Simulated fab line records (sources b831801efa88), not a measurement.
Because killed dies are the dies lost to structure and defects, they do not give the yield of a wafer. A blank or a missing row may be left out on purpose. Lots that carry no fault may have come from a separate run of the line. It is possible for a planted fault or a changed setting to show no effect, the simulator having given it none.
fab line records + flow sky130
[record]
- lots = 5
- wafers = 15
- lastDay = 50
route steps=708 shown LDD_HVP@284 LDD_LDN@289
lots that met no fault: taken from a fault-free run of the same line
startH: start of the lot's first displayed wafer, in hours after the record's first day + waitH: hours from the lot's prior step to this one + " the same as in the row above + L1.1+2: several wafers, shown together as one row + - no value, or no start was given + * or withheld: withheld + < > ~ a bound
route shown NAME@n: a module of which the file shows steps, and the number in the route of the first + usual: mean/standard deviation taken from wafers without a fault + same: alike in all rows + chamber/n: place in a boat + sites: the reading at each site + _std_site: the values' standard deviation + _edge_site: outer sites' mean less inner sites' + radiusMm: for every site, how far away it sits from the centre of the wafer + mask NAME#n: copy n + behind: the last tool/chamber to shape the wafer + hold: the reason the lot was held/the length of the hold in hours/how it ended + device: which transistor (n, p or np) failed to switch + end of line: tests of these same wafers at the route's end + for a step that has no rows: nothing shown but its recipe + killed: at the first sort, the dies lost to defects and structure; wafer yield is something else + map: shows each die of a wafer: x if killed, . if not, _ if none is there
set.NAME: the run value of the setting; set.NAME@STEP: its run value at that earlier step + model.NAME: the simulator's own value behind a step, which no gauge read
lots at some steps of the route; a table a step, a row a wafer
services: from which hour (startH, from the record's first day; less than 0 if before it) a tool's chamber was out of use, for how many hours, and why
[[steps]]
[step SKY_LDD_HVP_DEVELOP_06]
[recipe]
- resist = NOVOLAK
- developer = TMAH
- developTimeS = 60
- devTempC = 23
| lot.wafer  | tool          | chamber | startH | waitH |
|------------|---------------|---------|--------|-------|
| L078.1+3+5 | lithoTrack-02 | 0       | 537.78 | 0.1   |
| L079.2+3+4 | lithoTrack-01 | 0       | 540.50 | 0.1   |
| L087.2+3+4 | lithoTrack-03 | 0       | 607.29 | 0.1   |
| L090.2+5+6 | lithoTrack-01 | 0       | 640.00 | 0.1   |
| L094.2+4+6 | lithoTrack-01 | 0       | 670.35 | 0.1   |
[step SKY_LDD_HVP_OVL_MEAS_07]
[usual]
- LDD_HVP_OVL = -0.2/1.6
| lot.wafer | tool       | chamber | startH | waitH | LDD_HVP_OVL[nm] |
|-----------|------------|---------|--------|-------|-----------------|
| L078.1    | overlay-01 | -       | 537.93 | 0.1   | -1.5            |
| L078.3    | "          | -       | "      | "     | -0.5            |
| L078.5    | "          | -       | "      | "     | 0.9             |
| L079.2    | overlay-02 | -       | 540.63 | 0.1   | 0.5             |
| L079.3    | "          | -       | "      | "     | -0.5            |
| L079.4    | "          | -       | "      | "     | -0.2            |
| L087.2    | overlay-02 | -       | 607.42 | 0.1   | 0.5             |
| L087.3    | "          | -       | "      | "     | 1.7             |
| L087.4    | "          | -       | "      | "     | -0.7            |
| L090.2    | overlay-02 | -       | 640.13 | 0.1   | -2.1            |
| L090.5    | "          | -       | "      | "     | -1.3            |
| L090.6    | "          | -       | "      | "     | 0.5             |
| L094.2    | overlay-01 | -       | 670.48 | 0.1   | -0.5            |
| L094.4    | "          | -       | "      | "     | -2.2            |
| L094.6    | "          | -       | "      | "     | -0.6            |
[step SKY_LDD_HVP_IMPLANT_08]
[recipe]
- species = B
- energyKev = 20
- doseCm2 = 1.7e+13
- tiltDeg = 17.9
| lot.wafer  | tool         | chamber | startH | waitH |
|------------|--------------|---------|--------|-------|
| L078.1+3+5 | implanter-04 | 0       | 537.97 | 0.0   |
| L079.2+3+4 | implanter-01 | 0       | 540.68 | 0.0   |
| L087.2+3+4 | implanter-04 | 0       | 607.47 | 0.0   |
| L090.2+5+6 | implanter-04 | 0       | 640.18 | 0.0   |
| L094.2+4+6 | implanter-01 | 0       | 670.53 | 0.0   |
[step SKY_LDD_HVP_STRIP_09]
[recipe]
- chemistry = O2/N2
- powerW = 1400
- pressureMtorr = 1500
- platenTempC = withheld
- o2FlowSccm = 3000
- n2FlowSccm = 300
- overashFraction = 0.5
[usual]
- drypumpMotorCurrentA = 5.5/0.35
- o2FlowSccm = 3000/8.9
- oesProductAu = 0.409/0.0045
- stripTimeToEndpointS = 4.134/0.013
| lot.wafer | tool           | chamber | startH | waitH | drypumpMotorCurrentA | o2FlowSccm | oesProductAu | rfHoursCounterH | stripTimeToEndpointS |
|-----------|----------------|---------|--------|-------|----------------------|------------|--------------|-----------------|----------------------|
| L078.1    | plasmaAsher-04 | 1       | 538.12 | 0.1   | 5.5                  | 2998       | 0.410        | 79              | 4.121                |
| L078.3    | "              | 0       | "      | "     | 6.0                  | 2996       | 0.411        | -               | 4.129                |
| L078.5    | "              | 1       | "      | "     | 5.5                  | 2994       | 0.410        | -               | 4.132                |
| L079.2    | plasmaAsher-01 | 0       | 540.81 | 0.1   | 5.5                  | 3014       | 0.411        | 12              | 4.129                |
| L079.3    | "              | 0       | "      | "     | 5.4                  | 2997       | 0.401        | -               | 4.140                |
| L079.4    | "              | 1       | "      | "     | 5.8                  | 2984       | 0.406        | -               | 4.156                |
| L087.2    | plasmaAsher-04 | 0       | 607.60 | 0.1   | 6.0                  | 2996       | 0.410        | 86              | 4.129                |
| L087.3    | "              | 1       | "      | "     | 5.5                  | 3008       | 0.408        | -               | 4.132                |
| L087.4    | "              | 0       | "      | "     | 6.0                  | 2999       | 0.408        | -               | 4.129                |
| L090.2    | plasmaAsher-04 | 1       | 640.31 | 0.1   | 5.5                  | 2991       | 0.419        | 89              | 4.136                |
| L090.5    | "              | 0       | "      | "     | 6.0                  | 2991       | 0.407        | -               | 4.130                |
| L090.6    | "              | 1       | "      | "     | 5.5                  | 2996       | 0.410        | -               | 4.152                |
| L094.2    | plasmaAsher-01 | 1       | 670.66 | 0.1   | 5.8                  | 2993       | 0.406        | 25              | 4.131                |
| L094.4    | "              | 1       | "      | "     | 5.8                  | 2998       | 0.413        | -               | 4.135                |
| L094.6    | "              | 0       | "      | "     | 5.4                  | 3001       | 0.409        | -               | 4.158                |
[step SKY_LDD_HVP_TW_MEAS_10]
[usual]
- LDD_HVP_TW = 454.1/2.1
| lot.wafer | tool         | chamber | startH | waitH | LDD_HVP_TW |
|-----------|--------------|---------|--------|-------|------------|
| L078.1    | filmMetro-02 | -       | 538.22 | 0.1   | 453.9      |
| L078.3    | "            | -       | "      | "     | 453.6      |
| L078.5    | "            | -       | "      | "     | 454.2      |
| L079.2    | filmMetro-03 | -       | 540.92 | 0.1   | 457.9      |
| L079.3    | "            | -       | "      | "     | 457.6      |
| L079.4    | "            | -       | "      | "     | 454.3      |
| L087.2    | filmMetro-02 | -       | 607.71 | 0.1   | 451.0      |
| L087.3    | "            | -       | "      | "     | 451.1      |
| L087.4    | "            | -       | "      | "     | 451.4      |
| L090.2    | filmMetro-04 | -       | 640.42 | 0.1   | 454.2      |
| L090.5    | "            | -       | "      | "     | 454.4      |
| L090.6    | "            | -       | "      | "     | 455.9      |
| L094.2    | filmMetro-04 | -       | 670.77 | 0.1   | 450.6      |
| L094.4    | "            | -       | "      | "     | 451.0      |
| L094.6    | "            | -       | "      | "     | 453.0      |
[step SKY_LDD_LDN_DEHYDRATE_00]
[recipe]
- tempC = 200
- timeS = 60
[usual]
- heaterPowerTotalW = 160.38/0.12
- plateTempC = 200.01/0.15
| lot.wafer | tool          | chamber | startH | waitH | heaterPowerTotalW | plateTempC |
|-----------|---------------|---------|--------|-------|-------------------|------------|
| L078.1    | lithoTrack-02 | 0       | 553.03 | 14.8  | 160.27            | 199.84     |
| L078.3    | "             | 0       | "      | "     | 160.31            | 199.83     |
| L078.5    | "             | 0       | "      | "     | 160.44            | 199.75     |
| L079.2    | lithoTrack-01 | 0       | 555.20 | 14.3  | 160.54            | 199.95     |
| L079.3    | "             | 0       | "      | "     | 160.10            | 199.66     |
| L079.4    | "             | 0       | "      | "     | 160.42            | 199.99     |
| L087.2    | lithoTrack-04 | 0       | 622.14 | 14.4  | 160.34            | 200.00     |
| L087.3    | "             | 0       | "      | "     | 160.29            | 199.98     |
| L087.4    | "             | 0       | "      | "     | 160.30            | 200.07     |
| L090.2    | lithoTrack-02 | 0       | 654.41 | 14.0  | 160.30            | 200.03     |
| L090.5    | "             | 0       | "      | "     | 160.43            | 199.94     |
| L090.6    | "             | 0       | "      | "     | 160.40            | 199.86     |
| L094.2    | lithoTrack-01 | 0       | 684.85 | 14.1  | 160.39            | 200.23     |
| L094.4    | "             | 0       | "      | "     | 160.23            | 200.09     |
| L094.6    | "             | 0       | "      | "     | 160.25            | 200.51     |
[step SKY_LDD_LDN_HMDS_01]
[recipe]
- primeTimeS = 60
- primeTempC = 120
| lot.wafer  | tool          | chamber | startH | waitH |
|------------|---------------|---------|--------|-------|
| L078.1+3+5 | lithoTrack-02 | 0       | 553.18 | 0.1   |
| L079.2+3+4 | lithoTrack-01 | 0       | 555.35 | 0.1   |
| L087.2+3+4 | lithoTrack-04 | 0       | 622.29 | 0.1   |
| L090.2+5+6 | lithoTrack-02 | 0       | 654.56 | 0.1   |
| L094.2+4+6 | lithoTrack-01 | 0       | 685.00 | 0.1   |
[step SKY_LDD_LDN_COAT_02]
[recipe]
- resist = NOVOLAK
- spinRpm = 3000
- resistThkNm = 1140
| lot.wafer  | tool          | chamber | startH | waitH |
|------------|---------------|---------|--------|-------|
| L078.1+3+5 | lithoTrack-02 | 0       | 553.33 | 0.1   |
| L079.2+3+4 | lithoTrack-01 | 0       | 555.50 | 0.1   |
| L087.2+3+4 | lithoTrack-04 | 0       | 622.44 | 0.1   |
| L090.2+5+6 | lithoTrack-02 | 0       | 654.71 | 0.1   |
| L094.2+4+6 | lithoTrack-01 | 0       | 685.15 | 0.1   |
[step SKY_LDD_LDN_SOFTBAKE_03]
[recipe]
- tempC = 90
- timeS = 60
- resist = NOVOLAK
[usual]
- heaterPowerTotalW = 56.59/0.044
- plateTempC = 89.98/0.12
| lot.wafer | tool          | chamber | startH | waitH | heaterPowerTotalW | plateTempC |
|-----------|---------------|---------|--------|-------|-------------------|------------|
| L078.1    | lithoTrack-02 | 0       | 553.48 | 0.1   | 56.57             | 90.06      |
| L078.3    | "             | 0       | "      | "     | 56.54             | 89.95      |
| L078.5    | "             | 0       | "      | "     | 56.62             | 90.16      |
| L079.2    | lithoTrack-01 | 0       | 555.65 | 0.1   | 56.61             | 89.92      |
| L079.3    | "             | 0       | "      | "     | 56.56             | 89.82      |
| L079.4    | "             | 0       | "      | "     | 56.62             | 89.95      |
| L087.2    | lithoTrack-04 | 0       | 622.59 | 0.1   | 56.58             | 90.16      |
| L087.3    | "             | 0       | "      | "     | 56.65             | 90.14      |
| L087.4    | "             | 0       | "      | "     | 56.62             | 90.03      |
| L090.2    | lithoTrack-02 | 0       | 654.86 | 0.1   | 56.52             | 90.17      |
| L090.5    | "             | 0       | "      | "     | 56.60             | 90.04      |
| L090.6    | "             | 0       | "      | "     | 56.62             | 90.09      |
| L094.2    | lithoTrack-01 | 0       | 685.30 | 0.1   | 56.59             | 90.10      |
| L094.4    | "             | 0       | "      | "     | 56.62             | 90.01      |
| L094.6    | "             | 0       | "      | "     | 56.62             | 90.10      |
[step SKY_LDD_LDN_EXPOSE_04]
[recipe]
- maskId = LDNTM
- na = 0.6
- sourceShape = conventional
- sigmaOuter = 0.6
- polarization = unpolarized
- targetCdNm = 700
- doseMj = 140
[usual]
- reticleTempC = 22.99/0.093
| lot.wafer | tool            | chamber | startH | waitH | mask    | reticleTempC |
|-----------|-----------------|---------|--------|-------|---------|--------------|
| L078.1    | ilineStepper-01 | 0       | -      | -     | LDNTM#0 | 22.93        |
| L078.3    | "               | 0       | "      | "     | LDNTM#0 | 22.88        |
| L078.5    | "               | 0       | "      | "     | LDNTM#0 | 22.89        |
| L079.2    | ilineStepper-01 | 0       | -      | -     | LDNTM#0 | 23.22        |
| L079.3    | "               | 0       | "      | "     | LDNTM#0 | 23.14        |
| L079.4    | "               | 0       | "      | "     | LDNTM#0 | 23.13        |
| L087.2    | ilineStepper-01 | 0       | -      | -     | LDNTM#0 | 23.02        |
| L087.3    | "               | 0       | "      | "     | LDNTM#0 | 23.07        |
| L087.4    | "               | 0       | "      | "     | LDNTM#0 | 23.16        |
| L090.2    | ilineStepper-02 | 0       | -      | -     | LDNTM#0 | 22.94        |
| L090.5    | "               | 0       | "      | "     | LDNTM#0 | 22.90        |
| L090.6    | "               | 0       | "      | "     | LDNTM#0 | 22.93        |
| L094.2    | ilineStepper-01 | 0       | -      | -     | LDNTM#0 | 22.95        |
| L094.4    | "               | 0       | "      | "     | LDNTM#0 | 22.98        |
| L094.6    | "               | 0       | "      | "     | LDNTM#0 | 22.97        |
[step SKY_LDD_LDN_PEB_05]
[recipe]
- tempC = withheld
- timeS = *
- resist = NOVOLAK
| lot.wafer  | tool          | chamber | startH | waitH |
|------------|---------------|---------|--------|-------|
| L078.1+3+5 | lithoTrack-01 | 0       | -      | -     |
| L079.2+3+4 | lithoTrack-02 | 0       | -      | -     |
| L087.2+3+4 | lithoTrack-04 | 0       | -      | -     |
| L090.2+5+6 | lithoTrack-04 | 0       | -      | -     |
| L094.2+4+6 | lithoTrack-02 | 0       | -      | -     |
[step SKY_LDD_LDN_DEVELOP_06]
[recipe]
- resist = NOVOLAK
- developer = TMAH
- developTimeS = 60
- devTempC = 23
| lot.wafer  | tool          | chamber | startH | waitH |
|------------|---------------|---------|--------|-------|
| L078.1+3+5 | lithoTrack-01 | 0       | 567.72 | 0.1   |
| L079.2+3+4 | lithoTrack-02 | 0       | 570.31 | 0.1   |
| L087.2+3+4 | lithoTrack-04 | 0       | 636.14 | 0.1   |
| L090.2+5+6 | lithoTrack-04 | 0       | 669.09 | 0.1   |
| L094.2+4+6 | lithoTrack-02 | 0       | 698.11 | 0.1   |
[step SKY_LDD_LDN_OVL_MEAS_07]
[usual]
- LDD_LDN_OVL = -0.3/1.3
| lot.wafer | tool       | chamber | startH | waitH | LDD_LDN_OVL[nm] |
|-----------|------------|---------|--------|-------|-----------------|
| L078.1    | overlay-02 | -       | 567.87 | 0.1   | -0.8            |
| L078.3    | "          | -       | "      | "     | -0.7            |
| L078.5    | "          | -       | "      | "     | -1.4            |
| L079.2    | overlay-01 | -       | 570.44 | 0.1   | -1.4            |
| L079.3    | "          | -       | "      | "     | -0.8            |
| L079.4    | "          | -       | "      | "     | 0.3             |
| L087.2    | overlay-01 | -       | 636.27 | 0.1   | -0.1            |
| L087.3    | "          | -       | "      | "     | -0.5            |
| L087.4    | "          | -       | "      | "     | -0.3            |
| L090.2    | overlay-01 | -       | 669.22 | 0.1   | -2.5            |
| L090.5    | "          | -       | "      | "     | -1.4            |
| L090.6    | "          | -       | "      | "     | -1.9            |
| L094.2    | overlay-02 | -       | 698.24 | 0.1   | 1.9             |
| L094.4    | "          | -       | "      | "     | 1.0             |
| L094.6    | "          | -       | "      | "     | 0.3             |
[step SKY_LDD_LDN_IMPLANT_08]
[recipe]
- species = As
- energyKev = 15
- doseCm2 = 1.25e+13
- tiltDeg = withheld
- rotationDeg = 23
| lot.wafer  | tool         | chamber | startH | waitH |
|------------|--------------|---------|--------|-------|
| L078.1+3+5 | implanter-03 | 0       | 567.91 | 0.0   |
| L079.2+3+4 | implanter-01 | 0       | 570.49 | 0.0   |
| L087.2+3+4 | implanter-03 | 0       | 636.33 | 0.0   |
| L090.2+5+6 | implanter-01 | 0       | 669.28 | 0.0   |
| L094.2+4+6 | implanter-01 | 0       | 698.29 | 0.0   |
[step SKY_LDD_LDN_IMPLANT_09]
[recipe]
- species = As
- energyKev = 15
- doseCm2 = 1.25e+13
- tiltDeg = withheld
- rotationDeg = 113
| lot.wafer  | tool         | chamber | startH | waitH |
|------------|--------------|---------|--------|-------|
| L078.1+3+5 | implanter-03 | 0       | 568.06 | 0.1   |
| L079.2+3+4 | implanter-01 | 0       | 570.64 | 0.1   |
| L087.2+3+4 | implanter-03 | 0       | 636.48 | 0.1   |
| L090.2+5+6 | implanter-01 | 0       | 669.43 | 0.1   |
| L094.2+4+6 | implanter-01 | 0       | 698.44 | 0.1   |
[step SKY_LDD_LDN_IMPLANT_10]
[recipe]
- species = As
- energyKev = 15
- doseCm2 = 1.25e+13
- tiltDeg = withheld
- rotationDeg = 203
| lot.wafer  | tool         | chamber | startH | waitH |
|------------|--------------|---------|--------|-------|
| L078.1+3+5 | implanter-03 | 0       | 568.21 | 0.1   |
| L079.2+3+4 | implanter-01 | 0       | 570.79 | 0.1   |
| L087.2+3+4 | implanter-03 | 0       | 636.63 | 0.1   |
| L090.2+5+6 | implanter-01 | 0       | 669.58 | 0.1   |
| L094.2+4+6 | implanter-01 | 0       | 698.59 | 0.1   |
[step SKY_LDD_LDN_IMPLANT_11]
[recipe]
- species = As
- energyKev = 15
- doseCm2 = 1.25e+13
- tiltDeg = withheld
- rotationDeg = 293
| lot.wafer  | tool         | chamber | startH | waitH |
|------------|--------------|---------|--------|-------|
| L078.1+3+5 | implanter-03 | 0       | 568.36 | 0.1   |
| L079.2+3+4 | implanter-01 | 0       | 570.94 | 0.1   |
| L087.2+3+4 | implanter-03 | 0       | 636.78 | 0.1   |
| L090.2+5+6 | implanter-01 | 0       | 669.73 | 0.1   |
| L094.2+4+6 | implanter-01 | 0       | 698.74 | 0.1   |
[[services]]
| tool            | chamber | startH | hours | kind                     |
|-----------------|---------|--------|-------|--------------------------|
| implanter-04    | -       | 525.52 | 4.2   | repair                   |
| ilineStepper-02 | -       | 541.76 | 2.1   | pm                       |
| ilineStepper-02 | -       | 543.84 | -     | consumableReplace:lamp   |
| ilineStepper-01 | 0       | 544.88 | -     | calibration              |
| implanter-04    | -       | 562.70 | 13.0  | pm                       |
| ilineStepper-01 | -       | 569.45 | 4.4   | pm                       |
| implanter-03    | -       | 574.73 | 4.5   | repair                   |
| ilineStepper-01 | -       | 575.37 | 1.7   | pm                       |
| ilineStepper-02 | -       | 594.20 | 5.9   | repair                   |
| plasmaAsher-04  | -       | 599.43 | 2.8   | pm                       |
| ilineStepper-02 | -       | 612.72 | 15.5  | repair                   |
| implanter-04    | -       | 626.52 | 2.5   | repair                   |
| ilineStepper-02 | -       | 640.11 | 1.7   | pm                       |
| implanter-04    | -       | 641.75 | 5.6   | pm                       |
| implanter-01    | -       | 648.20 | 3.1   | repair                   |
| lithoTrack-03   | -       | 669.50 | -     | consumableReplace:filter |
| implanter-01    | -       | 670.68 | 1.6   | repair                   |
| plasmaAsher-04  | -       | 682.13 | 2.8   | repair                   |
| ilineStepper-02 | 0       | 693.25 | -     | calibration              |
[[key]]
fault none
